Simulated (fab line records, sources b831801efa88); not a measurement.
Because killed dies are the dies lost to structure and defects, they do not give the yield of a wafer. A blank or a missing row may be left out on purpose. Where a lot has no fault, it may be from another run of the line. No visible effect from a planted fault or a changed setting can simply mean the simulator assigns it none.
Chamber matching -- flow gf180mcu -- GF_V3_CMP_26 on cmp-02 has 4 sister chambers
The step polishes, stops on SiO2, t overpolish 15 s, target thk 0 nm. 7 wafers are shown with their chamber, then 7 later ones without.

## WAFERS WITH THEIR CHAMBER
wafer,chamber,motor-current-A (A),time-to-endpoint-s (s)
L787.2,3,10.5,98
L789.6,0,9.8,78
L790.4,1,9.8,98
L798.4,0,10.4,83
L798.6,2,11.9,90
L801.1,2,11.9,91
L801.2,1,9.2,82

## WAFERS WITH NO CHAMBER GIVEN
wafer,motor-current-A (A),time-to-endpoint-s (s)
L801.4,10.5,78
L802.2,11.7,86
L802.5,11.7,87
L802.6,9.3,83
L803.3,10.7,79
L803.4,12.9,85
L803.6,9.3,84

## THE CHAMBER EACH PASSED THROUGH
wafer,from the rows above,in truth
L801.4,can't be placed: 0 or 3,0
L802.2,2,2
L802.5,2,2
L802.6,can't be placed: 1 or 0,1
L803.3,can't be placed: 0 or 3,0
L803.4,2,2
L803.6,can't be placed: 1 or 0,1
Placed correctly: 3 of 7. These rows do not allow placing 4 (true chamber among the candidates in 4). Wrongly placed: 0.
How it was worked out, from the rows above alone: a wafer's distance from a chamber is the root of the sum, over the readings, of the square of ((its reading less the chamber's mean) divided by the reading's scatter). If the next closest chamber is less than 2 further off than the closest, the wafer can't be placed; otherwise it belongs to the closest. A chamber's mean is the mean of its shown wafers. The scatter: the root of (the sum of the squares of (reading less its chamber's mean) over the shown wafers, divided by (wafers less chambers)).
